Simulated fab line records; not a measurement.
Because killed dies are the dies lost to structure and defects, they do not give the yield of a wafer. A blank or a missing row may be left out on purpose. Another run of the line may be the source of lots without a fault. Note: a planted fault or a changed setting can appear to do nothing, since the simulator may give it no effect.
Split-lot experiment ; flow sky130 ; on a route of 708 steps: 5 lots, 23 wafers read

THE SPLIT
At SKY_METAL1_SPUTTER_02 (material AlCu, target thk 250 nm, time 13.3 s), the setting power-w was moved away from the recipe's 10600 W on 10 of the 23 wafers read, by -10.5% to -7.5%. This setting was run at the recipe's value on the other wafers.

FROM THE SPLIT TO THE READING: what the file shows between them, 3 steps
- SKY_METAL1_SPUTTER_03: material Ti, target thk 5 nm, time 3.3 s
- SKY_METAL1_SPUTTER_04: material TiN, target thk 70 nm, time 58.3 s
- SKY_METAL1_RS_MEAS_05: measures by four-point-probe

THE READING
METAL1_ALCU_THK, in nm, at SKY_METAL1_THK_MEAS_06 (measures by xrf). On this fab line, fault-free wafers typically give 255 nm with a standard deviation of 3 nm.

wafer;tool, chamber at the split;power-w as run, W;against the recipe;METAL1_ALCU_THK, nm;against lot-mates on the recipe
L077.1;pvd-sputter-01, -;10600;recipe;253;-
L077.4;pvd-sputter-01, -;10600;recipe;254;-
L077.5;pvd-sputter-01, -;10600;recipe;257;-
L079.1;pvd-sputter-02, -;9805;-7.5%;235;-20
L079.2;pvd-sputter-02, -;9805;-7.5%;235;-20
L079.4;pvd-sputter-02, -;10600;recipe;255;-
L079.5;pvd-sputter-02, -;9805;-7.5%;238;-17
L079.6;pvd-sputter-02, -;10600;recipe;255;-
L082.1;pvd-sputter-02, -;10600;recipe;256;-
L082.2;pvd-sputter-02, -;9515;-10.2%;230;-26
L082.4;pvd-sputter-02, -;10600;recipe;257;-
L082.5;pvd-sputter-02, -;9515;-10.2%;230;-26
L082.6;pvd-sputter-02, -;9515;-10.2%;231;-26
L083.1;pvd-sputter-01, -;10600;recipe;255;-
L083.2;pvd-sputter-01, -;10600;recipe;254;-
L083.3;pvd-sputter-01, -;9487;-10.5%;224;-31
L083.4;pvd-sputter-01, -;9487;-10.5%;227;-28
L083.6;pvd-sputter-01, -;10600;recipe;255;-
L085.1;pvd-sputter-02, -;9533;-10.1%;230;-28
L085.2;pvd-sputter-02, -;10600;recipe;258;-
L085.4;pvd-sputter-02, -;10600;recipe;260;-
L085.5;pvd-sputter-02, -;10600;recipe;257;-
L085.6;pvd-sputter-02, -;9533;-10.1%;231;-27

THE FIT
A straight line over all 23 wafers: METAL1_ALCU_THK changes by +2.62 nm for each +1% of power-w; r = +0.99; the points scatter about the line by 1.9 nm.
The same after taking each lot's own level away (the mean of its wafers on the recipe; 23 wafers): +2.66 nm for each +1%; r = +0.99; scatter 1.3 nm.
That fit puts the effect of the largest move of power-w on the reading at 28 nm.
Measured against the standard deviation above, the lots' own levels, which go from 254.7 to 258.3 nm, span 1.2 times it.
The two slopes are in agreement: the lot-to-lot level therefore moves the slope only a little.
Check: for one of the wafers moved furthest among these (-10.5%), held out of the fit, the line's prediction against its lot-mates is -27.5 nm. It came out at -30.7 nm against them.

THE OTHER SPLITS THESE WAFERS WENT THROUGH
These wafers also went through other splits before the reading. Each is held against what the fit with the lots' levels taken away leaves over:
other split on the same wafers;wafers away from the commonest value;r with METAL1_ALCU_THK (lot level and that fit taken away)
SKY_CONTACT_ETCH_16 bias-w;8;+0.12
SKY_CONTACT_SPUTTER_23 chamber-pressure-pa;15;-0.21

THE WHOLE CHAIN: every reading that the file lists as answering this split, in the file's order
step;what it does;reading;change (the file's fit);r (the file's)
SKY_METAL1_SPUTTER_02;material AlCu, target thk 250 nm, time 13.3 s;AlCu_of_METAL1_SPUTTER_02.thk-nm (the simulator's own value, which no gauge read);+2.64 nm for each +1% of the setting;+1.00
SKY_METAL1_RS_MEAS_05;measures by four-point-probe;METAL1_ALCU_RS;-0.0015 for each +1% of the setting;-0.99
SKY_METAL1_THK_MEAS_06;measures by xrf;METAL1_ALCU_THK;+2.67 for each +1% of the setting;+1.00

THE FILE'S OWN FIT
METAL1_ALCU_THK changes by +2.67 nm for each +1% of power-w, r = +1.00.
